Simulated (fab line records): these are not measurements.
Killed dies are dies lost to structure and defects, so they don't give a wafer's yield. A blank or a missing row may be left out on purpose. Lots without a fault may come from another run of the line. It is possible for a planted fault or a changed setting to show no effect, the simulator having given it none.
Chamber matching ; flow sky130 ; cmp-02 running SKY_VIA1_CMP_02: 4 sister chambers
The step polishes SiO2. 18 wafers are shown with their chamber, then 9 later ones without.

== WAFERS PAIRED WITH THEIR CHAMBERS ==
wafer;chamber;motor_current_A (A);retaining_ring_pressure_frac
L074.1;0;12.8;0.995
L074.4;3;9.8;1.005
L074.5;3;10.2;1.002
L075.2;2;10.9;1.008
L075.3;0;12.8;0.999
L075.6;0;13.8;0.997
L080.1;1;12.4;1.003
L080.2;3;10.9;0.997
L080.4;2;10.7;1.004
L084.1;0;13.8;0.997
L084.2;2;11.2;0.991
L084.4;1;12.2;1.001
L087.2;1;12.0;0.986
L087.3;2;10.6;1.005
L087.4;0;13.4;0.999
L089.1;0;13.6;1.000
L089.4;3;10.6;0.997
L089.6;0;12.6;1.002

SIGNATURES (means of the wafers above)
reading;chamber 0;chamber 1;chamber 2;chamber 3;scatter within a chamber
motor_current_A;13.257;12.200;10.850;10.375;0.427
retaining_ring_pressure_frac;0.99843;0.99667;1.00200;1.00025;0.00548
Rule: a wafer lies at a distance from a chamber equal to the root of the sum of squares, over the readings, of (its reading less the chamber's mean, divided by the reading's scatter). If the next closest chamber is less than 2 further off than the closest, the wafer can't be placed; otherwise it belongs to the closest. The scatter: the root of (the sum of the squares of (reading less its chamber's mean) over the shown wafers, divided by (wafers less chambers)).

== WAFERS WITHOUT THEIR CHAMBER ==
wafer;motor_current_A (A);retaining_ring_pressure_frac
L094.4;10.4;1.005
L094.5;11.5;0.999
L094.6;12.4;1.005
L097.1;13.0;0.999
L097.3;10.5;1.004
L097.6;13.7;1.001
L096.4;10.4;1.007
L096.5;10.1;1.005
L096.6;11.2;1.000

== CHAMBER TAKEN BY EACH ==
wafer;from the rows above;in truth
L094.4;can't be placed: 3 or 2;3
L094.5;can't be placed: 2 or 1 or 3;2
L094.6;can't be placed: 1 or 0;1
L097.1;can't be placed: 0 or 1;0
L097.3;can't be placed: 3 or 2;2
L097.6;0;0
L096.4;can't be placed: 3 or 2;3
L096.5;can't be placed: 3 or 2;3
L096.6;can't be placed: 2 or 3 or 1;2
Correct placement for 1 of the 9. Cannot be placed on the basis of these rows: 8; the candidates contain the true chamber in 8. Wrongly placed: 0.
